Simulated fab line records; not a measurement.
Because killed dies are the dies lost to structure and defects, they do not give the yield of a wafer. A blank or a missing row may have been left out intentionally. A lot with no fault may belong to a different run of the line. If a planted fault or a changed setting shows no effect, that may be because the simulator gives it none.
Split-lot experiment + flow sfq line + 23 wafers read across 5 lots, on a route 325 steps long

THE SPLIT
At SFQ_TRILAYER_I0_CMP_CMP_028 (polishes SiO2), the setting leave above ref nm was moved away from the recipe's 200 nm on 7 of the 23 wafers read, by -2.7% to +7.0%. All remaining wafers had this setting at the recipe value.

FROM THE SPLIT TO THE READING: what the file shows between them, 2 steps
- SFQ_TRILAYER_I0_METRO_MEASURE_029
- SFQ_TRILAYER_I0_VIA_LITHO_COAT_036: resist thk 62 nm (also split here: spin rpm)

THE READING
oes product au, in a.u., at SFQ_TRILAYER_I0_VIA_ETCH_VIA_ETCH_034 (etches SiO2 in CHF3, stops on Nb, target depth 260 nm). Typical for fault-free wafers on this fab line: 0.856 a.u., with standard deviation 0.0042 a.u.

| wafer  | tool, chamber at the split | leave above ref nm as run, nm | against the recipe | oes product au, a.u. | against lot-mates on the recipe |
|--------|----------------------------|-------------------------------|--------------------|----------------------|---------------------------------|
| L076.1 | cmp-01, 2                  | 200                           | recipe             | 0.858                | -                               |
| L076.2 | cmp-01, 3                  | 200                           | recipe             | 0.853                | -                               |
| L076.3 | cmp-01, 0                  | 200                           | recipe             | 0.857                | -                               |
| L076.4 | cmp-01, 1                  | 200                           | recipe             | 0.854                | -                               |
| L076.6 | cmp-01, 0                  | 200                           | recipe             | 0.856                | -                               |
| L078.1 | cmp-01, 3                  | 200                           | recipe             | 0.848                | -                               |
| L078.2 | cmp-01, 0                  | 200                           | recipe             | 0.849                | -                               |
| L078.4 | cmp-01, 2                  | 212.8                         | +6.4%              | 0.880                | +0.029                          |
| L078.5 | cmp-01, 2                  | 212.8                         | +6.4%              | 0.884                | +0.033                          |
| L078.6 | cmp-01, 1                  | 200                           | recipe             | 0.856                | -                               |
| L079.2 | cmp-02, 1                  | 200                           | recipe             | 0.859                | -                               |
| L079.3 | cmp-02, 2                  | 200                           | recipe             | 0.857                | -                               |
| L079.5 | cmp-02, 3                  | 200                           | recipe             | 0.852                | -                               |
| L080.1 | cmp-02, 2,1                | 213.9                         | +7.0%              | 0.877                | +0.024                          |
| L080.3 | cmp-02, 0                  | 200                           | recipe             | 0.852                | -                               |
| L080.4 | cmp-02, 3                  | 200                           | recipe             | 0.848                | -                               |
| L080.5 | cmp-02, 2,1                | 213.9                         | +7.0%              | 0.885                | +0.032                          |
| L080.6 | cmp-02, 0                  | 200                           | recipe             | 0.859                | -                               |
| L081.1 | cmp-02, 2                  | 200                           | recipe             | 0.861                | -                               |
| L081.2 | cmp-02, 1                  | 194.6                         | -2.7%              | 0.846                | -0.013                          |
| L081.4 | cmp-02, 0                  | 194.6                         | -2.7%              | 0.840                | -0.019                          |
| L081.5 | cmp-02, 3                  | 194.6                         | -2.7%              | 0.841                | -0.018                          |
| L081.6 | cmp-02, 2                  | 200                           | recipe             | 0.856                | -                               |
Rows listing several chambers each stand for several wafers; the file does not say which wafer went through which chamber.

THE FIT
A straight line over all 23 wafers: oes product au changes by +0.00409 a.u. for each +1% of leave above ref nm; r = +0.95; the points scatter about the line by 0.0039 a.u.
The same after taking each lot's own level away (the mean of its wafers on the recipe; 23 wafers): +0.00464 a.u. for each +1%; r = +0.97; scatter 0.0037 a.u.
The reading moves by 0.032 a.u. for the largest change in leave above ref nm, on that fit.
The lots' own levels span 0.8510 to 0.8585 a.u., that is 1.8 times the standard deviation above.
In other words, the slope is changed by the lot-to-lot level; the two fits disagree.
Check: +0.034 a.u. against its lot-mates is what the line predicts for one of the wafers moved furthest among these (+7.0%) when that wafer is left out of the fit. It came out at +0.024 a.u. against them.

FURTHER SPLITS ON THESE WAFERS
Other splits were also applied to these wafers ahead of the reading. Each is held against what the fit with the lots' levels taken away leaves over:
| other split on the same wafers                    | wafers away from the commonest value | r with oes product au (lot level and that fit taken away) |
|---------------------------------------------------|--------------------------------------|-----------------------------------------------------------|
| SFQ_TRILAYER_INCOMING_OXIDATION_002 ox time s     | 15                                   | +0.24                                                     |
| SFQ_TRILAYER_L0_LITHO_PEB_008 peb time s          | 9                                    | -0.08                                                     |
| SFQ_TRILAYER_L0_BARC_OPEN_METAL_ETCH_010 icp w    | 6                                    | +0.12                                                     |
| SFQ_TRILAYER_L0_VIA_LITHO_PEB_016 peb temp c      | 7                                    | +0.35                                                     |
| SFQ_TRILAYER_L0_VIA_BARC_OPEN_VIA_ETCH_021 time s | 6                                    | -0.15                                                     |
| SFQ_TRILAYER_M0_DEP_SPUTTER_019 time s            | 8                                    | -0.02                                                     |
| SFQ_TRILAYER_M0_LITHO_PEB_024 peb time s          | 9                                    | -0.34                                                     |
| SFQ_TRILAYER_I0_VIA_LITHO_COAT_036 spin rpm       | 7                                    | +0.42                                                     |

THE WHOLE CHAIN: every reading that the file lists as answering this split, in the file's order
| step                                  | what it does                                          | reading                                                                                   | change (the file's fit)                   | r (the file's) |
|---------------------------------------|-------------------------------------------------------|-------------------------------------------------------------------------------------------|-------------------------------------------|----------------|
| SFQ_TRILAYER_I0_CMP_CMP_028           | polishes SiO2                                         | SiO2_of_TRILAYER_I0_DEP_PECVD_027.thk nm (the simulator's own value, which no gauge read) | +2.1 nm for each +1% of the setting       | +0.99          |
| SFQ_TRILAYER_I0_METRO_MEASURE_029     |                                                       | thk nm                                                                                    | +2.11 nm for each +1% of the setting      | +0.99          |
| SFQ_TRILAYER_I0_VIA_ETCH_VIA_ETCH_034 | etches SiO2 in CHF3, stops on Nb, target depth 260 nm | oes product au                                                                            | +0.00457 a.u. for each +1% of the setting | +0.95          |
| SFQ_TRILAYER_I0_VIA_ETCH_VIA_ETCH_034 | etches SiO2 in CHF3, stops on Nb, target depth 260 nm | I0.feature depth nm (the simulator's own value, which no gauge read)                      | +2.14 nm for each +1% of the setting      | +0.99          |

THE FILE'S OWN FIT
oes product au changes by +0.00457 a.u. for each +1% of leave above ref nm, r = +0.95.
